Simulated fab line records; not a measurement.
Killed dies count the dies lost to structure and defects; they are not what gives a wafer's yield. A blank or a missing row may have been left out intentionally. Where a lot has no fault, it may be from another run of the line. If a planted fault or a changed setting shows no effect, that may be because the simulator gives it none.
Which tool is to blame? || flow sky130 || 36 wafers sampled from 12 lots at 1 step of a route of 708

## WHAT EACH GAUGE READ, for each wafer
SKY_VT_ADJUST_HVTR_CD_MEAS_07: target cd 380 nm.
{"lot": "L075", "measured": "day 9 14:17", "on": "cd-sem-01", "cd-nm (nm)": "382.9 383.7 382.6"}
{"lot": "L077", "measured": "day 10 02:25", "on": "cd-sem-01", "cd-nm (nm)": "376.8 376.4 380.4"}
{"lot": "L079", "measured": "day 10 19:11", "on": "cd-sem-02", "cd-nm (nm)": "379.4 380.4 377.6"}
{"lot": "L081", "measured": "day 12 04:13", "on": "cd-sem-02", "cd-nm (nm)": "378.2 378.9 378.5"}
{"lot": "L082", "measured": "day 12 09:50", "on": "cd-sem-01", "cd-nm (nm)": "379.8 379.2 379.4"}
{"lot": "L085", "measured": "day 12 23:32", "on": "cd-sem-01", "cd-nm (nm)": "381.1 383.1 378.2"}
{"lot": "L087", "measured": "day 13 19:09", "on": "cd-sem-01", "cd-nm (nm)": "379.6 380.4 378.7"}
{"lot": "L089", "measured": "day 14 04:08", "on": "cd-sem-01", "cd-nm (nm)": "380.4 382.5 382.5"}
{"lot": "L091", "measured": "day 14 17:53", "on": "cd-sem-01", "cd-nm (nm)": "384.8 378.9 382.7"}
{"lot": "L093", "measured": "day 15 06:08", "on": "cd-sem-02", "cd-nm (nm)": "380.1 379.9 378.9"}
{"lot": "L095", "measured": "day 15 22:35", "on": "cd-sem-02", "cd-nm (nm)": "379.8 382.7 380.0"}
{"lot": "L097", "measured": "day 16 09:02", "on": "cd-sem-01", "cd-nm (nm)": "381.2 378.4 377.2"}

## WHAT TOOL EACH LOT RAN ON (gives the tool, then ch and the chambers of the sampled wafers, and finally the start)
The record shows no process step preceding these readings.

## THE ANSWER, worked out from the rows above alone
Rule: what is usual is taken from the lots themselves. The widest of any qualifying gaps counts: lots, ordered by their means at a reading, are off when they make up no more than a third of the lots, leave a main group of 4 or more, and stand apart from it by 3 or more times the standard deviation of that group's means. A main group is skipped when, at the precision printed for the reading in the tables above, its means are all equal. Also off: a lot with no number at a reading for which 4 or more lots have one. All remaining lots with rows at the step are treated as sound.
No lot is off on any of the readings shown, so nothing can be concluded from this.

## WHAT THE SIMULATOR PUT IN
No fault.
